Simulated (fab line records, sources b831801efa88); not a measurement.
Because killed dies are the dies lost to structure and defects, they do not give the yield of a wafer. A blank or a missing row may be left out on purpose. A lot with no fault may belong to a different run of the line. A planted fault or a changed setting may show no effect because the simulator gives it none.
Which of the tools did it? / flow sky130 / 18 wafers from 6 lots sampled at 2 of the route's 708 steps

## WHAT THE GAUGES READ, wafer by wafer
SKY_POLY_GATE_THK_MEAS_21.
lot=L987; measured=day 18 00:54; on=filmMetro-03; POLY_GATE_OXIDATION_THK (nm)=4.13 4.19 4.17
lot=L990; measured=day 18 09:24; on=filmMetro-01; POLY_GATE_OXIDATION_THK (nm)=4.14 4.11 4.12
lot=L993; measured=day 18 23:08; on=filmMetro-04; POLY_GATE_OXIDATION_THK (nm)=3.93 4.03 3.93
lot=L998; measured=day 21 03:10; on=filmMetro-03; POLY_GATE_OXIDATION_THK (nm)=4.03 4.15 4.01
lot=L107; measured=day 24 08:14; on=filmMetro-04; POLY_GATE_OXIDATION_THK (nm)=3.98 4.02 3.97
lot=L109; measured=day 24 09:54; on=filmMetro-04; POLY_GATE_OXIDATION_THK (nm)=3.94 3.95 4.00

## WHAT TOOL EACH LOT RAN ON (gives the tool, then ch and the chambers of the sampled wafers, and finally the start)
lot=L987; SKY_POLY_GATE_ETCH_15=rieDiel-02 ch 0,3, day 17 19:04
lot=L990; SKY_POLY_GATE_ETCH_15=rieDiel-01 ch 0,2,3, day 18 00:47
lot=L993; SKY_POLY_GATE_ETCH_15=rieDiel-01 ch 1,2, day 18 19:29
lot=L998; SKY_POLY_GATE_ETCH_15=rieDiel-02 ch 0,1,3, day 21 01:31
lot=L107; SKY_POLY_GATE_ETCH_15=rieDiel-01 ch 0,2,3, day 24 05:53
lot=L109; SKY_POLY_GATE_ETCH_15=rieDiel-02 ch 1,2,3, day 24 07:52
- SKY_POLY_GATE_ETCH_15: etches BARC in N2/H2, stops on SiO2, time 118.5 s, target depth 110 nm.

## THE ANSWER, worked out from the rows above alone
Rule: the usual values come from the lots themselves. The widest of any qualifying gaps counts: lots, ordered by their means at a reading, are off when they make up no more than a third of the lots, leave a main group of 4 or more, and stand apart from it by 3 or more times the standard deviation of that group's means. If all means in a main group match to the digits the tables above print for the reading, that group is not used. A lot without any number at a reading at which 4 lots or more have one is off too. Any other lot the step has rows for is counted as sound.
None of the lots is off at any reading shown; this tells nothing.

## WHAT WAS PUT IN BY THE SIMULATOR
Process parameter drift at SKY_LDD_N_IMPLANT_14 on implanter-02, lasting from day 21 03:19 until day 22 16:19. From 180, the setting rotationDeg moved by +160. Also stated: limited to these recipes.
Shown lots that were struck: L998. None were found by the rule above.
